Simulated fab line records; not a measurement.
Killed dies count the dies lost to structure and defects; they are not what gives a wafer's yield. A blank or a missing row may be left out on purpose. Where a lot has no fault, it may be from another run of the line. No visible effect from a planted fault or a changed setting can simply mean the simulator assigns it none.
Which tool was responsible? ; flow sky130 ; 11 lots with 33 wafers sampled at 5 steps, on a route of 708 steps

== WHAT THE GAUGES SHOWED, per wafer ==
SKY_FIELD_ISO_CD_MEAS_13: the cd target is 150 nm. Usual: cd nm 149.9 nm, standard deviation 1.4.
lot;measured;on;cd nm (nm);flag
L913;day 2 05:37;cd sem-02;147.8 148.3 148.6;
L916;day 2 20:46;cd sem-01;149.2 149.5 150.2;
L918;day 3 06:17;cd sem-01;149.4 149.5 150.0;
L920;day 3 16:01;cd sem-02;150.1 151.4 150.7;
L921;day 4 01:19;cd sem-02;151.3 150.7 149.9;
L923;day 4 16:06;cd sem-02;152.1 151.2 154.1;
L926;day 5 01:59;cd sem-02;148.6 149.1 149.4;
L927;day 5 07:20;cd sem-02;151.8 150.5 152.0;
L934;day 6 17:40;cd sem-02;150.0 150.1 149.5;
L935;day 6 22:25;cd sem-01;147.7 147.1 147.4;
L936;day 7 03:12;cd sem-01;149.7 150.0 146.8;

SKY_VT_ADJUST_NCORE_TW_MEAS_11. Usual: VT_ADJUST_NCORE_TW 216.4, standard deviation 1.4.
lot;measured;on;VT_ADJUST_NCORE_TW;flag
L913;day 8 07:17;film metro-04;217.0 214.0 215.3;
L916;day 9 03:49;film metro-03;217.3 218.0 217.4;
L918;day 10 09:08;film metro-04;214.2 213.6 215.2;
L920;day 10 18:14;film metro-04;213.3 213.0 213.1;
L921;day 11 07:44;film metro-01;217.0 216.3 216.5;
L923;day 12 05:15;film metro-04;209.9 211.6 210.8 211.1 211.1 210.6;OFF
L926;day 12 22:11;film metro-01;211.8 210.9 211.8 210.7 212.1 211.4;OFF
L927;day 13 03:44;film metro-01;216.4 215.4 216.5;
L934;day 14 15:28;film metro-04;215.1 216.8 215.5;
L935;day 14 23:56;film metro-03;217.5 218.0 217.5;
L936;day 15 08:46;film metro-03;218.8 217.3 216.9;

== WHAT TOOL EACH LOT RAN ON (gives the tool, then ch and the chambers of the sampled wafers, and finally the start) ==
lot;SKY_DNWELL_STRIP_08;SKY_NWELL_RTA_28;SKY_VT_ADJUST_NCORE_IMPLANT_09
L913;plasma asher-04 ch 0,1, day 3 04:26;rtp anneal-02 ch 0, day 5 04:29;implanter-04 ch 0, day 8 07:02
L916;plasma asher-02 ch 0,1, day 3 18:33;rtp anneal-01 ch 0, day 5 21:25;implanter-04 ch 0, day 9 03:34
L918;plasma asher-03 ch 0,1, day 4 16:20;rtp anneal-01 ch 0, day 6 21:50;implanter-02 ch 0, day 10 08:54
L920;plasma asher-03 ch 1, day 4 23:00;rtp anneal-02 ch 0, day 7 05:08;implanter-03 ch 0, day 10 18:01
L921;plasma asher-03 ch 0,1, day 5 09:23;rtp anneal-01 ch 0, day 7 15:19;implanter-04 ch 0, day 11 07:31
L923;plasma asher-03 ch 0,1, day 6 00:31;rtp anneal-02 ch 0, day 8 10:33;implanter-04 ch 0, day 12 05:02
L926;plasma asher-02 ch 0,1, day 6 12:54;rtp anneal-02 ch 0, day 9 01:02;implanter-04 ch 0, day 12 21:56
L927;plasma asher-02 ch 0,1, day 6 18:02;rtp anneal-02 ch 0, day 9 06:02;implanter-03 ch 0, day 13 03:29
L934;plasma asher-04 ch 0,1, day 7 19:16;rtp anneal-01 ch 0, day 10 11:09;implanter-02 ch 0, day 14 15:13
L935;plasma asher-04 ch 0,1, day 8 02:05;rtp anneal-02 ch 0, day 10 20:11;implanter-02 ch 0, day 14 23:41
L936;plasma asher-03 ch 0,1, day 8 08:10;rtp anneal-02 ch 0, day 11 02:19;implanter-03 ch 0, day 15 08:31
- SKY_DNWELL_STRIP_08: strips in O2/N2.
- SKY_NWELL_RTA_28: time 30 s.
- SKY_VT_ADJUST_NCORE_IMPLANT_09

== AS READ BY THE TOOLS THEMSELVES (means over the sampled wafers that have a number; for cases with no such wafer, the mark the record gives instead) ==
SKY_DNWELL_STRIP_08. Usual: drypump motor current A 6.0 A, standard deviation 0.31; oes product au 0.723 a.u., standard deviation 0.005; strip time to endpoint s 36.92 s, standard deviation 0.093.
lot;tool;drypump motor current A (A);oes product au (a.u.);strip time to endpoint s (s);flag
L913;plasma asher-04;6.2;0.726;36.86;
L916;plasma asher-02;5.7;0.723;36.84;
L918;plasma asher-03;6.3;0.721;37.01;
L920;plasma asher-03;5.8;0.723;37.02;
L921;plasma asher-03;6.0;0.721;36.97;
L923;plasma asher-03;6.0;0.722;36.96;
L926;plasma asher-02;5.8;0.722;36.96;
L927;plasma asher-02;5.8;0.727;37.09;
L934;plasma asher-04;6.2;0.719;36.81;
L935;plasma asher-04;6.1;0.722;36.80;
L936;plasma asher-03;6.0;0.723;36.80;

SKY_NWELL_RTA_28. Usual: lamp power pct 25.31 %, standard deviation 0.051; ramp down c per s 90.001, standard deviation 0.016; wafer_temp_C_max 1054.9, standard deviation 0.93.
lot;tool;lamp power pct (%);ramp down c per s;wafer_temp_C_max;flag
L913;rtp anneal-02;25.30;89.994;1054.9;
L916;rtp anneal-01;25.29;89.992;1054.4;
L918;rtp anneal-01;25.36;90.006;1054.9;
L920;rtp anneal-02;25.34;90.001;1054.7;
L921;rtp anneal-01;25.31;90.012;1054.2;
L923;rtp anneal-02;25.30;89.998;1054.6;
L926;rtp anneal-02;25.31;90.007;1054.4;
L927;rtp anneal-02;25.30;90.017;1055.1;
L934;rtp anneal-01;25.31;90.008;1055.7;
L935;rtp anneal-02;25.26;89.990;1054.4;
L936;rtp anneal-02;25.29;90.000;1055.1;

SKY_VT_ADJUST_NCORE_IMPLANT_09. Usual: dose ions cm2 2.4001e+12, standard deviation 2.5e+09; faraday current uA 13.53, standard deviation 0.26.
lot;tool;dose ions cm2;faraday current uA;flag
L913;implanter-04;2.4032e+12;13.70;
L916;implanter-04;2.4028e+12;13.55;
L918;implanter-02;2.3992e+12;13.47;
L920;implanter-03;2.4015e+12;13.38;
L921;implanter-04;2.4030e+12;13.31;
L923;implanter-04;2.2107e+12;12.72;OFF
L926;implanter-04;2.2125e+12;12.36;OFF
L927;implanter-03;2.3962e+12;13.52;
L934;implanter-02;2.3982e+12;13.53;
L935;implanter-02;2.4029e+12;13.57;
L936;implanter-03;2.3992e+12;13.71;

== THE ANSWER, worked out from the rows above alone ==
Rule: lot off if the mean of its wafers having a number is beyond 3 standard deviations from the usual mean. A lot without any number at a reading at which 4 lots or more have one is off too. Where the step has rows for the other lots, those lots are counted as sound. Order of review: gauges by route order, followed by the tools' own readings, for which a lot's mean as printed above is used. At the first step where some lot is off, the reading lying furthest off is the one used; lots without a number count as furthest.
Off: at SKY_VT_ADJUST_NCORE_TW_MEAS_11 (VT_ADJUST_NCORE_TW), L923, L926.
If a tool, at a process step before that reading, ran all the lots that are off and no sound lot after the first of them, it fits. The gauges at SKY_VT_ADJUST_NCORE_TW_MEAS_11 aren't tried: what is off there is off at SKY_VT_ADJUST_NCORE_IMPLANT_09 too, on other tools, and a gauge's error can't cause that. One fits: implanter-04 at SKY_VT_ADJUST_NCORE_IMPLANT_09. A fault onset in the window from L921 (day 11 07:31, its last sound lot) to L923 (day 12 05:02, its first lot off) fits.
The tool's own readings at SKY_VT_ADJUST_NCORE_IMPLANT_09 bear it out: on the lots that are off they differ by more than 5 times the standard deviation of the sound lots' means. dose ions cm2 reads 2.2116e+12 there against 2.4007e+12 on the sound lots; faraday current uA reads 12.54 there against 13.53 on the sound lots.

== WHAT HAD BEEN PUT IN BY THE SIMULATOR ==
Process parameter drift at SKY_VT_ADJUST_NCORE_IMPLANT_09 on implanter-04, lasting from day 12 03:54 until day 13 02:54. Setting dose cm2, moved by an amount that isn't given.
Lots struck among those shown: L923, L926. The rule above reached the same finding.
